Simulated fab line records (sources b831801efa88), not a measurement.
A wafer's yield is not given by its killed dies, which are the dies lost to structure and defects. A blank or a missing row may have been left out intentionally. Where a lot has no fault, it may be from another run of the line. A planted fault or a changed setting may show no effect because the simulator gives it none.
Matching of chambers | flow sky130 | 4 sister chambers for SKY_VIA4_CMP_02 on cmp-01
The step polishes SiO2. 4 wafers are shown with their chamber, then 10 later ones without.

WAFERS PAIRED WITH THEIR CHAMBERS
wafer  | chamber | motorCurrentA (A)
L424.2 | 0       | 11.5
L424.3 | 2       | 11.8
L427.2 | 1       | 14.0
L427.3 | 3       | 12.4

WAFERS WHOSE CHAMBER IS MISSING
wafer  | motorCurrentA (A)
L427.4 | 12.2
L436.3 | 11.7
L436.5 | 12.3
L436.6 | 11.5
L438.2 | 10.9
L438.4 | 11.8
L438.6 | 11.3
L442.2 | 11.2
L442.5 | 12.1
L442.6 | 13.7

THE CHAMBER EACH PASSED THROUGH
wafer  | from the rows above          | in truth
L427.4 | can't be placed: 3 or 2 or 0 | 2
L436.3 | can't be placed: 2 or 0      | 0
L436.5 | can't be placed: 3 or 2      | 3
L436.6 | can't be placed: 0 or 2      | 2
L438.2 | can't be placed: 0 or 2      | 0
L438.4 | can't be placed: 2 or 0      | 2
L438.6 | can't be placed: 0 or 2      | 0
L442.2 | can't be placed: 0 or 2      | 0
L442.5 | can't be placed: 2 or 3 or 0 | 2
L442.6 | 1                            | 1
Correctly placed: 1 of 10. Unplaceable from these rows: 9, with the true chamber sitting among the candidates in 9. Wrongly placed: 0.
How it was worked out, from the rows above alone: a wafer's distance from a chamber is the root of the sum, over the readings, of the square of ((its reading less the chamber's mean) divided by the reading's scatter). The wafer belongs to the nearest chamber; if the next one is less than 2 further off, it can't be placed. The mean given for a chamber averages the wafers shown for that chamber. The scatter: with one shown wafer a chamber, the root of the mean of the squares of how far each hidden wafer lies from its nearest shown one.
